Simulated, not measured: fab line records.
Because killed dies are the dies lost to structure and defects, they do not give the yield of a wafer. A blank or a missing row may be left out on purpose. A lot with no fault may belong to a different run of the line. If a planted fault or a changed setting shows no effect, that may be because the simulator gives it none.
2 desks looking at one fault	flow sky130	only its own numbers are on each desk; what lay behind them is given at the end

TOOL OWNER'S DESK, wet bench-03
The tool's own readings at SKY_VIA3_CLEAN_18 (cleans in IPA, time 180 s): means of the sampled wafers that have a number, for each lot that ran on this tool. Any lot whose mean is over 4 standard deviations away from the usual mean is out of limits and marked OUT; that distance is given in the brackets.
Columns: A = bath heat duty pct at SKY_VIA3_CLEAN_18, usual 6.3 %
lot	first seen here	A
L917	day 40 08:17	6.3
L920	day 40 20:44	6.2
L924	day 41 23:47	6.6
L935	day 45 08:07	4.6
L937	day 45 16:04	6.0
L938	day 45 21:38	5.6
Finding of this desk: none of the 6 lots has anything out of limits.

AT THE METROLOGY DESK
Lot by lot, what the gauges showed, no matter which tool ran the lot: averages of those sampled wafers that carry a number. Any lot whose mean is over 4 standard deviations away from the usual mean is out of limits and marked OUT; that distance is given in the brackets.
Columns: A = METAL5_ALCU_THK at SKY_METAL5_THK_MEAS_06, usual 1162 nm
lot	first seen here	A
L917	day 43 12:36	1151
L919	day 43 22:08	1173
L920	day 44 00:58	1174
L921	day 44 11:09	1171
L923	day 44 22:47	1140
L924	day 45 01:54	1167
L925	day 45 10:16	1154
L926	day 45 16:51	1155
L927	day 46 00:23	1169
L928	day 46 11:02	1172
L935	day 48 02:18	1155
L937	day 48 09:19	1146
L938	day 48 13:59	1181
Finding of this desk: none of the 13 lots has anything out of limits.

PUT TOGETHER
The desk of the tool owner found nothing out of limits.
The metrology desk saw nothing out of limits.

WHAT THE SIMULATOR PUT IN
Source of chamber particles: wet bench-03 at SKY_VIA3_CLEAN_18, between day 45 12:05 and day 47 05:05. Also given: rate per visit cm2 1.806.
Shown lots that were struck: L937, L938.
